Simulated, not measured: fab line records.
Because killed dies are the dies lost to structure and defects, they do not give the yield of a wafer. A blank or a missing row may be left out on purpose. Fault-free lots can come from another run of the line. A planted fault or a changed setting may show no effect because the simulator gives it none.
What tool caused it? + flow gf180mcu + Sampling: 14 lots, 42 wafers, 2 of 602 route steps

== WHAT THE GAUGES SHOWED, per wafer ==
GF_V2_THK_MEAS_03.
| lot  | measured     | on            | V2_CVD_02_THK (nm) |
|------|--------------|---------------|--------------------|
| L284 | day 19 10:49 | film-metro-02 | 838 861 860        |
| L285 | day 19 13:52 | film-metro-04 | 854 851 861        |
| L286 | day 20 00:22 | film-metro-01 | 848 866 854        |
| L287 | day 20 08:11 | film-metro-02 | 856 854 867        |
| L288 | day 20 16:17 | film-metro-02 | 837 844 855        |
| L289 | day 21 02:38 | film-metro-02 | 840 840 847        |
| L291 | day 22 02:02 | film-metro-02 | 833 836 851        |
| L292 | day 22 09:16 | film-metro-02 | 840 841 858        |
| L294 | day 23 03:28 | film-metro-02 | 846 859 864        |
| L298 | day 25 01:29 | film-metro-04 | 858 868 857        |
| L301 | day 25 13:35 | film-metro-01 | 850 866 858        |
| L302 | day 25 16:11 | film-metro-02 | 856 865 867        |
| L303 | day 25 22:50 | film-metro-02 | 838 860 847        |
| L307 | day 27 14:34 | film-metro-02 | 828 846 855        |

GF_V2_CD_MEAS_14: the cd target is 260 nm.
| lot  | measured     | on        | cd-nm (nm)        |
|------|--------------|-----------|-------------------|
| L284 | day 20 12:14 | cd-sem-02 | 261.2 262.4 261.5 |
| L285 | day 20 14:49 | cd-sem-02 | 259.6 259.4 260.7 |
| L286 | day 21 00:58 | cd-sem-01 | 259.7 260.3 259.3 |
| L287 | day 21 08:52 | cd-sem-02 | 260.1 259.6 260.3 |
| L288 | day 21 16:33 | cd-sem-02 | 259.1 258.2 257.3 |
| L289 | day 22 03:08 | cd-sem-02 | 259.6 260.6 260.8 |
| L291 | day 23 01:30 | cd-sem-02 | 260.2 260.7 259.7 |
| L292 | day 23 08:54 | cd-sem-02 | 260.3 259.8 259.9 |
| L294 | day 24 03:12 | cd-sem-02 | 261.9 261.2 261.6 |
| L298 | day 25 23:18 | cd-sem-01 | 259.4 260.0 259.4 |
| L301 | day 26 11:07 | cd-sem-01 | 260.3 259.4 260.4 |
| L302 | day 26 13:37 | cd-sem-02 | 260.0 260.2 257.7 |
| L303 | day 26 19:55 | cd-sem-02 | 259.6 258.3 259.6 |
| L307 | day 28 10:44 | cd-sem-01 | 257.8 257.8 258.7 |

== WHAT TOOL EACH LOT RAN ON (gives the tool, then ch and the chambers of the sampled wafers, and finally the start) ==
The record holds no process step before these readings.

== WHAT THE TOOLS THEMSELVES READ (means of the sampled wafers that have a number; where no wafer has one, the mark that the record gives instead) ==
The record holds no such reading with a usual standard deviation.

== THE ANSWER, worked out from the rows above alone ==
Rule: the usual values come from the lots themselves. Put in order of their means at a reading, lots are off if they are a third of the lots or fewer, leave a main group of 4 or more, and stand apart from it by a gap of 3 or more times the standard deviation of the main group's means; of several such gaps the widest counts. The tables above print the reading to a certain number of digits; a main group whose means all agree to those digits is not used. Also off: a lot with no number at a reading for which 4 or more lots have one. The other lots that the step has rows for count as sound. The gauges are gone through in route order, then the tools' own readings, and for those a lot's mean is taken as printed above. The first step at which some lot is off is used, and at that step the reading that is off furthest; a lot without a number counts as furthest.
No lot is off at any reading shown: from this, nothing can be told.

== WHAT THE SIMULATOR PUT IN ==
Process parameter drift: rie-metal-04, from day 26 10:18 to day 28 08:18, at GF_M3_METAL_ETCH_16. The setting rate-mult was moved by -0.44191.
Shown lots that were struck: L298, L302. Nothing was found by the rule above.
